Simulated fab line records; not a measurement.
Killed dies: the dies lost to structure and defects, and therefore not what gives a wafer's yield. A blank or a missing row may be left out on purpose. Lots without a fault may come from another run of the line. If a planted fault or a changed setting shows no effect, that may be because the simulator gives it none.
A struck lot beside a sound one	flow sky130	35 steps out of a route of 708
Sound: these wafers, L449.3, L449.4, L449.6. Struck: wafers L445.2, L445.3, L445.5. The cause comes at the end.
At each step with rows: each side's tool, then ch and its chambers, then its first start. Under that, the readings that differ: sound wafers	struck wafers	difference of the means	sigmas: that difference in standard deviations of wafers without a fault.
alike: readings with means less than 2 such deviations apart, plus words and numbers identical on both sides. not compared: withheld readings, readings lacking a value on some wafer, bounds such as >300 that could conceal the same value, and numbers that have no deviation in the record and whose values overlap.
The two part at a step that has a row with sigmas, a row that says differs or no value, or rows on one side only. Non-overlapping numbers with no deviation appear without sigmas and do not part them. A reading missing from all wafers of one side parts the sides only when that side holds two or more wafers.

first, 10 steps without rows for these wafers: SKY_GATE_OXIDE_COAT_05 (resist thk 1140 nm); SKY_GATE_OXIDE_SOFTBAKE_06 (time 58.68 s); SKY_GATE_OXIDE_EXPOSE_07 (exposes mask LVOM, target cd 600 nm); SKY_GATE_OXIDE_PEB_08; SKY_GATE_OXIDE_DEVELOP_09 (develop time 60 s); SKY_GATE_OXIDE_IMPLANT_11; SKY_GATE_OXIDE_WET_ETCH_12 (etches SiO2 in dHF, target depth 16.8 nm, time 336 s); SKY_GATE_OXIDE_STRIP_13 (strips in O2/N2); SKY_GATE_OXIDE_CLEAN_15 (cleans in SC1/SC2, time 150 s); SKY_GATE_OXIDE_OXIDATION_16 (stabilise 600 s, purge 300 s, target thk 3.57 nm).
SKY_POLY_GATE_CVD_00: deposits poly-Si, target thk 180 nm, time 720 s.
  sound on lpcvd-01 ch 0, day 20 21:58; struck on lpcvd-01 ch 1, day 19 21:13
reading	sound	struck	difference	sigmas
spike-tc-bottom-C (C)	641.2 640.2 639.6	609.2 608.8 608.3	-31.6	-21
spike-tc-centre-C (C)	619.6 619.6 621.2	591.0 590.1 591.0	-29.4	-33
spike-tc-lower-C (C)	621.5 622.0 622.1	589.0 590.2 589.6	-32.3	-25
spike-tc-top-C (C)	641.3 638.2 641.1	607.6 608.8 606.8	-32.5	-19
spike-tc-upper-C (C)	621.8 622.5 622.4	590.6 590.5 591.5	-31.4	-22
susceptor-temp-C (C)	619.97 620.27 620.44	590.12 590.41 590.19	-29.99	-99 or more
model.poly-Si_of_POLY_GATE_CVD_00.thk-nm (nm)	179.7 179.2 178.6	86.43 85.81 86.78	-92.83	
  alike: zone-power-bottom-pct
SKY_POLY_GATE_THK_MEAS_01:
  sound on film-metro-02, day 20 23:11; struck on film-metro-01, day 19 22:26
reading	sound	struck	difference	sigmas
POLY_GATE_CVD_00_THK (nm)	179.7 179.2 178.7	86.4 85.8 86.8	-92.9	-58
then, 9 steps without rows for these wafers: SKY_RES_PROTECT_DEHYDRATE_00 (time 60 s); SKY_RES_PROTECT_HMDS_01 (prime time 60 s); SKY_RES_PROTECT_COAT_02 (resist thk 1140 nm); SKY_RES_PROTECT_SOFTBAKE_03 (time 60 s); SKY_RES_PROTECT_EXPOSE_04 (exposes mask RPM, target cd 1270 nm); SKY_RES_PROTECT_PEB_05; SKY_RES_PROTECT_DEVELOP_06 (develop time 60 s); SKY_POLY_GATE_IMPLANT_02; SKY_RES_PROTECT_STRIP_07 (strips in O2/N2).
SKY_RES_PROTECT_CLEAN_09: cleans in SC1/SC2, time 150 s.
  sound on wet-bench-04 ch 1, day 22 06:21; struck on wet-bench-03 ch 1, day 21 04:24
reading	sound	struck	difference	sigmas
model.poly-Si_of_POLY_GATE_CVD_00.thk-nm (nm)	179.1 178.5 178	85.8 85.18 86.15	-92.8	
then, 11 steps without rows for these wafers: SKY_POLY_GATE_CVD_03 (deposits Si3N4 from DCS/NH3, target thk 75 nm, time 1290 s); SKY_POLY_GATE_DEHYDRATE_05 (time 60 s); SKY_POLY_GATE_HMDS_06 (prime time 60 s); SKY_POLY_GATE_COAT_07 (resist thk 110 nm); SKY_POLY_GATE_COAT_08 (resist thk 450 nm); SKY_POLY_GATE_SOFTBAKE_09 (time 90 s); SKY_POLY_GATE_EXPOSE_10 (exposes mask P1M, target cd 150 nm); SKY_POLY_GATE_PEB_11; SKY_POLY_GATE_DEVELOP_12 (develop time 60 s); SKY_POLY_GATE_ETCH_15 (etches BARC in N2/H2, stops on SiO2, time 118.5 s, target depth 110 nm); SKY_POLY_GATE_ETCH_16 (etches Si3N4 in CH3F/O2, stops on poly-Si, time 147.5 s, target depth 75 nm).
SKY_POLY_GATE_ETCH_17: etches poly-Si in HBr/Cl2, stops on SiO2, target depth 180 nm, time 70.5 s.
  sound on rie-si-02 ch 0,1,2, day 23 14:46; struck on rie-si-02 ch 1,2, day 22 12:49
reading	sound	struck	difference	sigmas
oes-product-au (a.u.)	0.984 0.983 0.987	0.608 0.609 0.611	-0.375	-48
model.POLY_GATE.feature-depth-nm (nm)	179.1 178.5 178	85.8 85.18 86.15	-92.8	
model.etch.depth-nm (nm)	179.1 178.5 178	85.8 85.18 86.15	-92.8	
  alike: drypump-motor-current-A, throttle-valve-pct
  not compared: rf-hours-counter-h
then, 1 step without rows for these wafers: SKY_POLY_GATE_STRIP_18 (strips in O2/N2).

== WHERE THEY PART ==
First at SKY_POLY_GATE_CVD_00; last, within this record, at SKY_POLY_GATE_ETCH_17.

WHY: whatever the simulator had introduced
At SKY_POLY_GATE_CVD_00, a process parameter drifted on lpcvd-01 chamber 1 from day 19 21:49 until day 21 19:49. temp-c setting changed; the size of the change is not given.
